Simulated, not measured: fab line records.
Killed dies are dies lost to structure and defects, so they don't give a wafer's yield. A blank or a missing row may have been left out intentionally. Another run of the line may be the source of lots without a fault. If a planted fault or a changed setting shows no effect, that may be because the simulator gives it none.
fab line records ; flow sky130
[record] lots = 5; wafers = 15; last-day = 50
route steps=708 shown DNWELL@42 PWDE@45 NWELL@56
lots untouched by any fault: they come from a run of this same line in which no faults occurred
start-h: hours from the record's opening day to when the first of the lot's shown wafers began ; wait-h: hours since the lot's step before ; " same as the row above ; L1.1+2: one row covering several wafers at once ; - no value, or no start given ; * or withheld: withheld ; < > ~ a bound
route shown NAME@n: a module of which the file shows steps, and the number in the route of the first ; usual: average and standard deviation across the fault-free wafers ; same: alike in all rows ; chamber/n: place in a boat ; sites: per-site readings ; _std_site: their standard deviation ; _edge_site: inner sites' mean taken away from outer sites' mean ; radius-mm: how far each site lies from the wafer's centre ; mask NAME#n: copy n ; behind: the most recent tool/chamber to have shaped the wafer ; hold: reason for holding the lot/hours on hold/outcome of the hold ; device: transistor that didn't switch, given as n, p or np ; end of line: the route-end tests of the same wafers ; step lacking rows: just its recipe ; killed: the dies lost at the first sort to structure and to defects; this is not the yield of the wafer ; map: shows each die of a wafer: x if killed, . if not, _ if none is there
set.NAME: the setting as run; set.NAME@STEP: as run at that earlier step ; model.NAME: the simulator's own value behind a step, which no gauge read
lots seen at some steps along the route; tables by step, rows by wafer
services: when a tool's chamber went out of use (start-h, in hours from the record's first day, below 0 if earlier), for how many hours, and the reason
[[steps]]
[step SKY_DNWELL_IMPLANT_07]
[recipe] species = P; energy-kev = withheld; dose-cm2 = withheld; tilt-deg = withheld
[step SKY_DNWELL_STRIP_08]
[recipe] chemistry = O2/N2; power-w = 1400; pressure-mtorr = 1500; platen-temp-c = withheld; o2-flow-sccm = 3000; n2-flow-sccm = 300; overash-fraction = 0.5
[usual] chamber-pressure-mTorr = 1500.0/1.4; drypump-motor-current-A = 6.1/0.58; oes-product-au = 0.722/0.0041; strip-time-to-endpoint-s = 36.90/0.083
lot.wafer;tool;chamber;start-h;wait-h;chamber-pressure-mTorr;drypump-motor-current-A;oes-product-au;rf-hours-counter-h;strip-time-to-endpoint-s
L716.1;plasma-asher-04;0;55.54;0.1;1499.6;6.5;0.715;35;36.95
L716.3;plasma-asher-04;1;55.54;0.1;1498.9;6.4;0.727;-;36.92
L716.4;plasma-asher-04;0;55.54;0.1;1499.8;6.5;0.737;-;36.90
L718.1;plasma-asher-04;1;66.36;0.1;1499.4;6.5;0.725;36;36.88
L718.4;plasma-asher-04;0;66.36;0.1;1499.9;6.4;0.730;-;36.98
L718.6;plasma-asher-04;0;66.36;0.1;1500.1;6.5;0.721;-;37.00
L722.3;plasma-asher-04;1;84.81;0.1;1501.3;6.4;0.722;-;36.84
L722.5;plasma-asher-04;0;84.81;0.1;1497.7;6.4;0.713;-;36.79
L722.6;plasma-asher-04;1;84.81;0.1;1497.0;6.5;0.722;-;36.68
L735.1;plasma-asher-01;0;158.27;0.1;1501.3;5.9;0.725;49;37.15
L735.2;plasma-asher-01;1;158.27;0.1;1500.3;5.7;0.721;49;36.97
L735.5;plasma-asher-01;0;158.27;0.1;1501.7;5.9;0.725;-;36.93
L736.2;plasma-asher-04;0;162.49;0.1;1500.7;6.4;0.726;44;36.95
L736.3;plasma-asher-04;1;162.49;0.1;1499.0;6.5;0.720;-;36.87
L736.4;plasma-asher-04;0;162.49;0.1;1497.5;6.4;0.723;-;36.89
[step SKY_DNWELL_TW_MEAS_09]
[usual] DNWELL_TW = 1121/11
lot.wafer;tool;chamber;start-h;wait-h;DNWELL_TW
L716.1;film-metro-03;-;55.64;0.1;1112
L716.3;film-metro-03;-;55.64;0.1;1109
L716.4;film-metro-03;-;55.64;0.1;1113
L718.1;film-metro-04;-;66.46;0.1;1100
L718.4;film-metro-04;-;66.46;0.1;1108
L718.6;film-metro-04;-;66.46;0.1;1110
L722.3;film-metro-04;-;84.89;0.1;1116
L722.5;film-metro-04;-;84.89;0.1;1114
L722.6;film-metro-04;-;84.89;0.1;1118
L735.1;film-metro-03;-;158.37;0.1;1118
L735.2;film-metro-03;-;158.37;0.1;1113
L735.5;film-metro-03;-;158.37;0.1;1121
L736.2;film-metro-02;-;162.60;0.1;1135
L736.3;film-metro-02;-;162.60;0.1;1134
L736.4;film-metro-02;-;162.60;0.1;1130
[step SKY_PWDE_DEHYDRATE_00]
[recipe] temp-c = 200; time-s = 60
[step SKY_PWDE_HMDS_01]
[recipe] prime-time-s = 60; prime-temp-c = 120
[step SKY_PWDE_COAT_02]
[recipe] spin-rpm = 2000; resist-thk-nm = 3000
[step SKY_PWDE_SOFTBAKE_03]
[recipe] temp-c = 110; time-s = withheld
[step SKY_PWDE_EXPOSE_04]
[recipe] mask-id = PWDEM; na = 0.6; source-shape = conventional; sigma-outer = 0.6; polarization = unpolarized; target-cd-nm = 840; dose-mj = 214
[step SKY_PWDE_PEB_05]
[recipe] temp-c = 115; time-s = withheld
[step SKY_PWDE_DEVELOP_06]
[recipe] wall-angle-deg = 90; developer = TMAH; develop-time-s = 60; dev-temp-c = 23
[step SKY_PWDE_OVL_MEAS_07]
[usual] PWDE_OVL = -1.4/1.5
lot.wafer;tool;chamber;start-h;wait-h;PWDE_OVL[nm]
L716.1;overlay-01;-;71.13;-;-2.5
L716.3;overlay-01;-;71.13;-;-0.9
L716.4;overlay-01;-;71.13;-;0.8
L718.1;overlay-01;-;83.03;-;-2.4
L718.4;overlay-01;-;83.03;-;-3.4
L718.6;overlay-01;-;83.03;-;0.2
L722.3;overlay-02;-;101.72;-;0.3
L722.5;overlay-02;-;101.72;-;0.6
L722.6;overlay-02;-;101.72;-;1.8
L735.1;overlay-01;-;178.11;-;-2.0
L735.2;overlay-01;-;178.11;-;-2.6
L735.5;overlay-01;-;178.11;-;-2.9
L736.2;overlay-02;-;183.36;-;-1.4
L736.3;overlay-02;-;183.36;-;-0.3
L736.4;overlay-02;-;183.36;-;-1.9
[step SKY_PWDE_IMPLANT_08]
[recipe] species = B; energy-kev = 150; dose-cm2 = 3.6e+12; tilt-deg = withheld
[step SKY_PWDE_STRIP_09]
[recipe] chemistry = O2/N2; power-w = 1400; pressure-mtorr = 1500; platen-temp-c = withheld; o2-flow-sccm = 3000; n2-flow-sccm = 300; overash-fraction = 0.5
[usual] chamber-pressure-mTorr = 1499.9/1.4; drypump-motor-current-A = 5.8/0.57; oes-product-au = 0.723/0.0044; strip-time-to-endpoint-s = 36.89/0.11
lot.wafer;tool;chamber;start-h;wait-h;chamber-pressure-mTorr;drypump-motor-current-A;oes-product-au;rf-hours-counter-h;strip-time-to-endpoint-s;model.coat_of_PWDE_COAT_02.thk-nm
L716.1;plasma-asher-01;1;71.31;0.1;1500.0;5.7;0.722;40;36.98;0
L716.3;plasma-asher-01;0;71.31;0.1;1497.7;5.9;0.721;-;36.95;0
L716.4;plasma-asher-01;1;71.31;0.1;1500.7;5.7;0.728;-;36.93;0
L718.1;plasma-asher-02;0;83.21;0.1;1499.5;6.5;0.727;40;36.94;0
L718.4;plasma-asher-02;1;83.21;0.1;1498.3;4.9;0.724;-;36.93;0
L718.6;plasma-asher-02;1;83.21;0.1;1498.1;4.9;0.721;-;36.86;0
L722.3;plasma-asher-02;1;101.93;0.1;1499.0;4.9;0.960;-;-;180.6
L722.5;plasma-asher-02;0;101.93;0.1;1500.8;6.5;0.976;-;-;180.6
L722.6;plasma-asher-02;1;101.93;0.1;1498.2;4.9;0.973;-;-;180.2
L735.1;plasma-asher-01;1;178.29;0.1;1497.3;5.7;0.723;51;36.85;0
L735.2;plasma-asher-01;0;178.29;0.1;1498.6;5.9;0.723;51;36.83;0
L735.5;plasma-asher-01;0;178.29;0.1;1499.0;5.9;0.725;-;36.81;0
L736.2;plasma-asher-02;1;183.54;0.1;1500.7;4.9;0.720;6;37.02;0
L736.3;plasma-asher-02;1;183.54;0.1;1497.4;4.9;0.726;-;37.02;0
L736.4;plasma-asher-02;0;183.54;0.1;1499.4;6.5;0.721;-;37.00;0
[step SKY_PWDE_TW_MEAS_10]
[usual] PWDE_TW = 376/3.3
lot.wafer;tool;chamber;start-h;wait-h;PWDE_TW
L716.1;film-metro-04;-;71.41;0.1;375
L716.3;film-metro-04;-;71.41;0.1;374
L716.4;film-metro-04;-;71.41;0.1;370
L718.1;film-metro-04;-;83.31;0.1;373
L718.4;film-metro-04;-;83.31;0.1;372
L718.6;film-metro-04;-;83.31;0.1;375
L722.3;film-metro-02;-;102.02;0.1;380
L722.5;film-metro-02;-;102.02;0.1;383
L722.6;film-metro-02;-;102.02;0.1;380
L735.1;film-metro-02;-;178.39;0.1;380
L735.2;film-metro-02;-;178.39;0.1;378
L735.5;film-metro-02;-;178.39;0.1;379
L736.2;film-metro-02;-;183.65;0.1;380
L736.3;film-metro-02;-;183.65;0.1;381
L736.4;film-metro-02;-;183.65;0.1;378
[step SKY_NWELL_DEHYDRATE_03]
[recipe] temp-c = 200; time-s = 60
[step SKY_NWELL_HMDS_04]
[recipe] prime-time-s = 60; prime-temp-c = 120
[step SKY_NWELL_COAT_05]
[recipe] spin-rpm = 2000; resist-thk-nm = 3000
[step SKY_NWELL_SOFTBAKE_06]
[recipe] temp-c = 110; time-s = withheld
[step SKY_NWELL_EXPOSE_07]
[recipe] mask-id = NWM; na = 0.6; source-shape = conventional; sigma-outer = 0.6; polarization = unpolarized; target-cd-nm = 840; dose-mj = 255
[step SKY_NWELL_PEB_08]
[recipe] temp-c = 115; time-s = withheld
[step SKY_NWELL_DEVELOP_09]
[recipe] wall-angle-deg = 90; developer = TMAH; develop-time-s = 60; dev-temp-c = 23
[step SKY_NWELL_OVL_MEAS_10]
[usual] NWELL_00_OVL = 0.3/1.2
lot.wafer;tool;chamber;start-h;wait-h;NWELL_00_OVL[nm]
L716.1;overlay-01;-;87.56;-;-0.4
L716.3;overlay-01;-;87.56;-;-0.4
L716.4;overlay-01;-;87.56;-;-0.7
L718.1;overlay-02;-;99.89;-;-0.1
L718.4;overlay-02;-;99.89;-;0.9
L718.6;overlay-02;-;99.89;-;-0.2
L722.3;overlay-01;-;118.91;-;-0.2
L722.5;overlay-01;-;118.91;-;1.7
L722.6;overlay-01;-;118.91;-;0.0
L735.1;overlay-02;-;199.02;-;-0.1
L735.2;overlay-02;-;199.02;-;-0.1
L735.5;overlay-02;-;199.02;-;1.5
L736.2;overlay-02;-;205.15;-;1.7
L736.3;overlay-02;-;205.15;-;3.2
L736.4;overlay-02;-;205.15;-;-0.1
[step SKY_NWELL_IMPLANT_11]
[recipe] species = P; energy-kev = 400; dose-cm2 = 1.9e+13; tilt-deg = withheld
[step SKY_NWELL_IMPLANT_12]
[recipe] species = P; energy-kev = 120; dose-cm2 = 1.3e+12; tilt-deg = withheld
[step SKY_NWELL_IMPLANT_13]
[recipe] species = P; energy-kev = 50; dose-cm2 = 7e+11; tilt-deg = withheld
[step SKY_NWELL_STRIP_14]
[recipe] chemistry = O2/N2; power-w = 1400; pressure-mtorr = 1500; platen-temp-c = withheld; o2-flow-sccm = 3000; n2-flow-sccm = 300; overash-fraction = 0.5
[usual] chamber-pressure-mTorr = 1500.2/1.3; drypump-motor-current-A = 6.0/0.62; oes-product-au = 0.722/0.0044; strip-time-to-endpoint-s = 36.89/0.089
lot.wafer;tool;chamber;start-h;wait-h;chamber-pressure-mTorr;drypump-motor-current-A;oes-product-au;rf-hours-counter-h;strip-time-to-endpoint-s
L716.1;plasma-asher-03;1;88.04;0.1;1500.4;6.3;0.723;28;36.98
L716.3;plasma-asher-03;1;88.04;0.1;1499.7;6.3;0.715;-;36.98
L716.4;plasma-asher-03;0;88.04;0.1;1502.2;6.1;0.732;-;36.94
L718.1;plasma-asher-02;0;100.38;0.1;1502.2;6.5;0.721;42;36.84
L718.4;plasma-asher-02;1;100.38;0.1;1500.4;4.9;0.729;-;36.85
L718.6;plasma-asher-02;0;100.38;0.1;1501.6;6.6;0.718;-;36.81
L722.3;plasma-asher-02;1;119.41;0.1;1498.7;4.9;0.727;-;39.48
L722.5;plasma-asher-02;0;119.41;0.1;1498.9;6.6;0.729;-;39.45
L722.6;plasma-asher-02;1;119.41;0.1;1501.0;4.9;0.722;-;39.51
L735.1;plasma-asher-03;1;199.51;0.1;1499.5;6.3;0.730;40;36.89
L735.2;plasma-asher-03;0;199.51;0.1;1500.5;6.1;0.720;40;36.90
L735.5;plasma-asher-03;0;199.51;0.1;1500.0;6.1;0.724;-;36.71
L736.2;plasma-asher-02;0;205.63;0.1;1500.4;6.5;0.725;8;36.86
L736.3;plasma-asher-02;1;205.63;0.1;1501.5;4.9;0.720;-;36.89
L736.4;plasma-asher-02;0;205.63;0.1;1499.1;6.5;0.723;-;36.89
[step SKY_NWELL_TW_MEAS_15]
[usual] NWELL_TW = 1826/14
lot.wafer;tool;chamber;start-h;wait-h;NWELL_TW
L716.1;film-metro-02;-;88.14;0.1;1853
L716.3;film-metro-02;-;88.14;0.1;1841
L716.4;film-metro-02;-;88.14;0.1;1857
L718.1;film-metro-04;-;100.48;0.1;1825
L718.4;film-metro-04;-;100.48;0.1;1814
L718.6;film-metro-04;-;100.48;0.1;1812
L722.3;film-metro-04;-;119.50;0.1;1817
L722.5;film-metro-04;-;119.50;0.1;1807
L722.6;film-metro-04;-;119.50;0.1;1805
L735.1;film-metro-03;-;199.61;0.1;1818
L735.2;film-metro-03;-;199.61;0.1;1821
L735.5;film-metro-03;-;199.61;0.1;1824
L736.2;film-metro-03;-;205.74;0.1;1816
L736.3;film-metro-03;-;205.74;0.1;1811
L736.4;film-metro-03;-;205.74;0.1;1817
[[services]]
tool;chamber;start-h;hours;kind
plasma-asher-01;-;47.77;4.6;repair
plasma-asher-04;-;93.58;14.6;pm
plasma-asher-01;-;95.47;3.2;repair
plasma-asher-02;-;108.75;9.0;pm
plasma-asher-02;0;108.75;9.0;vent-cycle
plasma-asher-02;1;108.75;9.0;vent-cycle
plasma-asher-02;0;117.75;-;clean
plasma-asher-02;1;117.75;-;clean
plasma-asher-02;-;146.40;5.3;repair
plasma-asher-04;-;202.63;2.8;pm
[[key]]
[first-sign] step = SKY_PWDE_STRIP_09; reading = oes-product-au; direction = up; sigmas = 56; usual = 0.723; struck = 0.970
[effect] step = SKY_NWELL_STRIP_14; reading = strip-time-to-endpoint-s; direction = up; sigmas = 29; usual = *; struck = *
[model-effect] step = SKY_PWDE_STRIP_09; value = coat_of_PWDE_COAT_02.thk-nm; without = 0; struck = 180.5
met-at SKY_PWDE_STRIP_09
struck-wafers L722.3,L722.5,L722.6
sort-left-out L722.3,L722.5,L722.6
tester-left-out L722
onset-between 83.21 101.93
[fault] kind = strip-aborted; tool = plasma-asher-02; chamber = -; onset-h = 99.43; steps = SKY_PWDE_STRIP_09; offset = 0.3816; end-h = 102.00
// tester-left-out: of these lots the tester's yield and bins aren't shown, on N5 and GAA mostly nor the transistor test; their killed dies are dies lost to structure and defects alone, not to doping, threshold or leakage, so they don't give the yield
// sort-left-out: the simulated sort isn't trusted on such a fault, so these wafers' sort isn't shown, and their yield isn't known
